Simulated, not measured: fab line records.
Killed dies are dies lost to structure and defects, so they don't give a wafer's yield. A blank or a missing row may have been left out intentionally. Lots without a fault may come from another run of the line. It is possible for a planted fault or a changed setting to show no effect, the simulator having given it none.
One fault through the eyes of 2 desks || flow sky130 || only its own numbers are on each desk; what lay behind them is given at the end

TOOL OWNER'S DESK, rie si-01
The tool's own readings at SKY_POLY_GATE_ETCH_17 (etches poly-Si in HBr/Cl2, stops on SiO2, target depth 180 nm, time 70.5 s): means of the sampled wafers that have a number, for each lot that ran on this tool. A lot is out of limits, marked OUT, if its mean lies more than 4 standard deviations from the usual mean; the brackets give that distance.
Columns: A = drypump motor current A at SKY_POLY_GATE_ETCH_17, usual 5.8 A; B = oes product au at SKY_POLY_GATE_ETCH_17, usual 0.986 a.u.; C = throttle valve pct at SKY_POLY_GATE_ETCH_17, usual 33.684 %
{"lot": "L971", "first seen here": "day 17 08:27", "A": 5.8, "B": 0.986, "C": 33.687}
{"lot": "L975", "first seen here": "day 19 02:11", "A": 6.0, "B": "0.919 (-9.4) OUT", "C": 33.678}
{"lot": "L976", "first seen here": "day 19 12:44", "A": 6.0, "B": "0.921 (-9.1) OUT", "C": 33.691}
{"lot": "L986", "first seen here": "day 22 18:06", "A": 5.8, "B": 0.982, "C": 33.685}
{"lot": "L988", "first seen here": "day 23 05:46", "A": 5.8, "B": 0.983, "C": 33.692}
{"lot": "L990", "first seen here": "day 24 03:24", "A": 6.2, "B": 0.990, "C": 33.678}
{"lot": "L991", "first seen here": "day 24 11:58", "A": 5.8, "B": 0.994, "C": 33.686}
This desk's verdict: out of limits on L975, L976, starting with L975 at day 19 02:11 (oes product au at SKY_POLY_GATE_ETCH_17). L971, L986, L988, L990, L991: within limits.

FROM THE METROLOGY DESK
What the gauges read for every lot (on any tool): the sampled wafers with a number, averaged. A lot is out of limits, marked OUT, if its mean lies more than 4 standard deviations from the usual mean; the brackets give that distance.
Columns: A = GATE_OXIDE_OXIDATION_00_THK at SKY_GATE_OXIDE_THK_MEAS_02, usual 10.33 nm; B = POLY_GATE_CVD_03_THK at SKY_POLY_GATE_THK_MEAS_04, usual 75.1 nm; C = LDD_N_OVL at SKY_LDD_N_OVL_MEAS_07, usual 1.1 nm
{"lot": "L969", "first seen here": "day 13 11:19", "A": 10.45, "B": 75.6, "C": -0.6}
{"lot": "L971", "first seen here": "day 13 15:47", "A": 10.39, "B": 75.4, "C": 1.7}
{"lot": "L975", "first seen here": "day 14 21:34", "A": 10.62, "B": 75.5, "C": 2.8}
{"lot": "L976", "first seen here": "day 15 06:01", "A": 10.75, "B": 74.5, "C": 0.5}
{"lot": "L977", "first seen here": "day 15 11:37", "A": 10.46, "B": 74.4, "C": 0.8}
{"lot": "L980", "first seen here": "day 16 13:36", "A": 9.99, "B": 75.4, "C": 2.3}
{"lot": "L983", "first seen here": "day 17 16:25", "A": 10.52, "B": 74.3, "C": -0.3}
{"lot": "L984", "first seen here": "day 18 02:30", "A": 10.28, "B": 76.6, "C": -0.6}
{"lot": "L986", "first seen here": "day 18 15:03", "A": 10.31, "B": 74.9, "C": 2.0}
{"lot": "L988", "first seen here": "day 19 04:38", "A": 10.39, "B": 74.3, "C": -0.8}
{"lot": "L989", "first seen here": "day 19 13:56", "A": 10.37, "B": 75.9, "C": 1.5}
{"lot": "L990", "first seen here": "day 20 02:09", "A": 10.08, "B": 75.6, "C": 2.0}
{"lot": "L992", "first seen here": "day 20 08:46", "A": 10.21, "B": 75.5, "C": 2.1}
{"lot": "L991", "first seen here": "day 20 10:11", "A": 9.92, "B": 75.6, "C": -1.0}
This desk's finding: nothing out of limits on any of the 14 lots.

PUT TOGETHER
On L975, L976, at day 19 02:11, an alarm was possible from the tool owner's desk.
Nothing out of limits was seen by the metrology desk.
The metrology desk holds a record of L975, L976, inside its limits.
The lots listed all ran SKY_POLY_GATE_ETCH_17 on rie si-01.

WHAT WAS PUT IN BY THE SIMULATOR
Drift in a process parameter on rie si-01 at SKY_POLY_GATE_ETCH_17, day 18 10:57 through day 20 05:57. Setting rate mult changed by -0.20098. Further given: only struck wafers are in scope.
Struck lots among those shown: L975, L976.
Delay in hours, fault start to first out-of-limits reading, by desk: the tool owner's desk at 15.
